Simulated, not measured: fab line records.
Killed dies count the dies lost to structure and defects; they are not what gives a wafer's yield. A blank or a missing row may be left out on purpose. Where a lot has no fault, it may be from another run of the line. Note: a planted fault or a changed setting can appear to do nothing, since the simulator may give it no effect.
Which of the tools did it? | flow gf180mcu | 14 lots, 42 wafers sampled, at 4 steps of a route of 602

## WHAT THE GAUGES READ, wafer by wafer
GF_V3_OVL_MEAS_15.
lot  | measured     | on         | V3_OVL (nm)
L454 | day 22 06:52 | overlay-01 | 0 1 1
L455 | day 22 18:05 | overlay-01 | 3 9 7
L457 | day 23 17:03 | overlay-01 | 5 5 -1
L458 | day 24 00:13 | overlay-01 | 8 8 5
L459 | day 24 05:19 | overlay-01 | 10 4 9
L460 | day 24 13:51 | overlay-02 | -7 -7 -4
L463 | day 25 13:44 | overlay-01 | 3 1 4
L469 | day 27 12:25 | overlay-01 | 3 8 4
L470 | day 27 19:43 | overlay-02 | 0 11 6
L471 | day 28 03:38 | overlay-02 | 8 2 5
L472 | day 28 15:52 | overlay-01 | 3 -1 3
L474 | day 28 20:28 | overlay-01 | 4 5 2
L476 | day 29 09:43 | overlay-02 | -1 -8 -3
L477 | day 29 17:07 | overlay-01 | -13 -13 -9

GF_V3_RS_MEAS_24: measures by four-point-probe.
lot  | measured     | on            | V3_W_RS (ohm/sq)
L454 | day 22 07:52 | film_metro-03 | 0.319 0.323 0.323
L455 | day 22 19:02 | film_metro-03 | 0.334 0.328 0.334
L457 | day 23 17:58 | film_metro-03 | 0.327 0.332 0.330
L458 | day 24 01:11 | film_metro-01 | 0.333 0.329 0.331
L459 | day 24 06:14 | film_metro-01 | 0.331 0.334 0.337
L460 | day 24 14:46 | film_metro-04 | 0.327 0.325 0.327
L463 | day 25 14:39 | film_metro-03 | 0.334 0.333 0.334
L469 | day 27 13:20 | film_metro-03 | 0.321 0.323 0.321
L470 | day 27 20:40 | film_metro-03 | 0.324 0.323 0.326
L471 | day 28 04:36 | film_metro-01 | 0.331 0.327 0.333
L472 | day 28 17:08 | film_metro-01 | 0.323 0.322 0.323
L474 | day 28 21:26 | film_metro-01 | 0.323 0.323 0.323
L476 | day 29 10:43 | film_metro-01 | 0.328 0.325 0.330
L477 | day 29 18:04 | film_metro-03 | 0.329 0.328 0.328

## TOOL THAT RAN EACH LOT (tool first, then ch and the chambers of the sampled wafers, then the start)
lot  | GF_M3_METAL_ETCH_16               | GF_V3_STRIP_19
L454 | rie_metal-04 ch 0,1, day 21 05:22 | wet_bench-04 ch 1, day 22 07:08
L455 | rie_metal-03 ch 0,1, day 21 17:18 | wet_bench-03 ch 2, day 22 18:20
L457 | rie_metal-04 ch 0,1, day 22 16:35 | wet_bench-04 ch 3, day 23 17:19
L458 | rie_metal-03 ch 0,1, day 23 00:15 | wet_bench-03 ch 2, day 24 00:28
L459 | rie_metal-04 ch 0,1, day 23 06:02 | wet_bench-02 ch 2, day 24 05:34
L460 | rie_metal-01 ch 0,1, day 23 13:58 | wet_bench-02 ch 1, day 24 14:07
L463 | rie_metal-04 ch 0,1, day 24 15:01 | wet_bench-02 ch 2, day 25 13:59
L469 | rie_metal-01 ch 0,1, day 26 14:53 | wet_bench-04 ch 2, day 27 12:41
L470 | rie_metal-01 ch 0,1, day 26 22:07 | wet_bench-02 ch 1, day 27 19:59
L471 | rie_metal-01 ch 0,1, day 27 06:03 | wet_bench-04 ch 3, day 28 03:53
L472 | rie_metal-04 ch 0,1, day 27 18:22 | wet_bench-03 ch 2, day 28 16:08
L474 | rie_metal-03 ch 0,1, day 28 00:17 | wet_bench-04 ch 2, day 28 20:44
L476 | rie_metal-01 ch 0,1, day 28 12:39 | wet_bench-02 ch 2, day 29 10:01
L477 | rie_metal-03 ch 0,1, day 28 20:12 | wet_bench-03 ch 2, day 29 17:23
- GF_M3_METAL_ETCH_16: etches the open film in Cl2/BCl3, stops on SiO2, target depth 750.8 nm, time 125.1 s.
- GF_V3_STRIP_19: strips in post etch residue remover, time 1200 s.

## WHAT THE TOOLS THEMSELVES READ (means of the sampled wafers that have a number; where no wafer has one, the mark that the record gives instead)
GF_M3_METAL_ETCH_16.
lot  | tool         | drypump_motor_current_A (A) | mfc_cl2_sccm (sccm) | oes_product_au (a.u.) | throttle_valve_pct (%)
L454 | rie_metal-04 | 5.5                         | 80.05               | 0.985                 | 28.238
L455 | rie_metal-03 | 6.2                         | 80.23               | 0.988                 | 28.225
L457 | rie_metal-04 | 5.6                         | 79.98               | 0.983                 | 28.243
L458 | rie_metal-03 | 6.1                         | 79.94               | 0.994                 | 28.236
L459 | rie_metal-04 | 5.6                         | 79.96               | 0.989                 | 28.236
L460 | rie_metal-01 | 5.9                         | 79.91               | 0.991                 | 28.229
L463 | rie_metal-04 | 5.6                         | 79.96               | 0.990                 | 28.232
L469 | rie_metal-01 | 5.9                         | 79.93               | 0.992                 | 28.226
L470 | rie_metal-01 | 5.9                         | 80.04               | 0.992                 | 28.219
L471 | rie_metal-01 | 5.9                         | 80.07               | 0.998                 | 28.231
L472 | rie_metal-04 | 5.6                         | 80.15               | 0.983                 | 28.228
L474 | rie_metal-03 | 6.2                         | 80.20               | 0.990                 | 28.237
L476 | rie_metal-01 | 6.1                         | 79.91               | 0.995                 | 28.226
L477 | rie_metal-03 | 6.2                         | 79.95               | 0.985                 | 28.225

GF_V3_STRIP_19.
lot  | tool         | bath_guard_temp_C (C) | bath_heat_duty_pct (%)
L454 | wet_bench-04 | 72.3                  | 14.7
L455 | wet_bench-03 | 72.4                  | 11.6
L457 | wet_bench-04 | 71.6                  | 14.6
L458 | wet_bench-03 | 72.5                  | 11.1
L459 | wet_bench-02 | -                     | -
L460 | wet_bench-02 | -                     | -
L463 | wet_bench-02 | 72.5                  | 17.6
L469 | wet_bench-04 | 72.4                  | 16.6
L470 | wet_bench-02 | 72.5                  | 15.5
L471 | wet_bench-04 | 71.6                  | 13.9
L472 | wet_bench-03 | 72.4                  | 11.7
L474 | wet_bench-04 | 72.1                  | 16.0
L476 | wet_bench-02 | 72.6                  | 17.5
L477 | wet_bench-03 | 72.8                  | 11.2

## THE ANSWER, worked out from the rows above alone
Rule: what is usual is taken from the lots themselves. Put in order of their means at a reading, lots are off if they are a third of the lots or fewer, leave a main group of 4 or more, and stand apart from it by a gap of 3 or more times the standard deviation of the main group's means; of several such gaps the widest counts. If all means in a main group match to the digits the tables above print for the reading, that group is not used. Also off: a lot with no number at a reading for which 4 or more lots have one. Where the step has rows for the other lots, those lots are counted as sound. After the gauges, taken in route order, come the tools' own readings; for these a lot's mean is taken, as printed above. At the first step where some lot is off, the reading lying furthest off is the one used; lots without a number count as furthest.
Off, at GF_V3_STRIP_19 on bath_guard_temp_C: L459, L460. Without a number there: L459, L460. The main group: mean 72.3 C, standard deviation 0.35.
If a tool, at that step or one of the process steps before it, ran each lot that is off and ran no sound lot following the first of them, it fits. None of those tried fits.

## WHAT THE SIMULATOR HAD PUT IN
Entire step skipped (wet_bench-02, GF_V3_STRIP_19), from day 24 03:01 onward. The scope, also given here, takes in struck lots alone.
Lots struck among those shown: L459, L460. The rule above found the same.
